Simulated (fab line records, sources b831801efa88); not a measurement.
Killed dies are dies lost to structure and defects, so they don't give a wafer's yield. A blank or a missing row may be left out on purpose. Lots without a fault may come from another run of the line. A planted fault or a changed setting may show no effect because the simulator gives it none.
Which tool did it? | flow sky130 | 12 lots, 36 wafers sampled, at 1 step of a route of 708

WHAT THE GAUGES READ, wafer by wafer
SKY_FIELD_ISO_THK_MEAS_02.
lot  | measured    | on            | FIELD_ISO_OXIDATION_00_THK (nm)
L075 | day 1 20:11 | film_metro-01 | 12.26 11.97 11.97
L077 | day 2 03:31 | film_metro-01 | 11.89 12.23 12.20
L079 | day 2 14:56 | film_metro-01 | 12.18 12.23 12.15
L081 | day 3 06:14 | film_metro-01 | 11.58 11.87 11.78
L083 | day 3 14:26 | film_metro-01 | 11.90 11.94 11.73
L085 | day 3 20:04 | film_metro-03 | 11.87 11.95 11.65
L087 | day 4 06:30 | film_metro-02 | 12.11 12.10 12.03
L089 | day 4 17:02 | film_metro-02 | 11.95 11.83 12.09
L091 | day 5 01:53 | film_metro-01 | 11.95 12.06 12.14
L093 | day 5 10:38 | film_metro-01 | 11.41 11.62 11.79
L095 | day 5 21:11 | film_metro-02 | 11.72 11.57 11.91
L097 | day 6 06:58 | film_metro-01 | 11.97 11.90 11.97

WHICH TOOL RAN EACH LOT (tool, then ch and the chambers of the sampled wafers, then the start)
The record holds no process step before these readings.

THE ANSWER, worked out from the rows above alone
Rule: what is usual is taken from the lots themselves. Put in order of their means at a reading, lots are off if they are a third of the lots or fewer, leave a main group of 4 or more, and stand apart from it by a gap of 3 or more times the standard deviation of the main group's means; of several such gaps the widest counts. A main group whose means are all the same, to the digits that the tables above print for the reading, isn't used. A lot without any number at a reading at which 4 lots or more have one is off too. The other lots that the step has rows for count as sound.
No lot is off at any reading shown: from this, nothing can be told.

WHAT THE SIMULATOR HAD PUT IN
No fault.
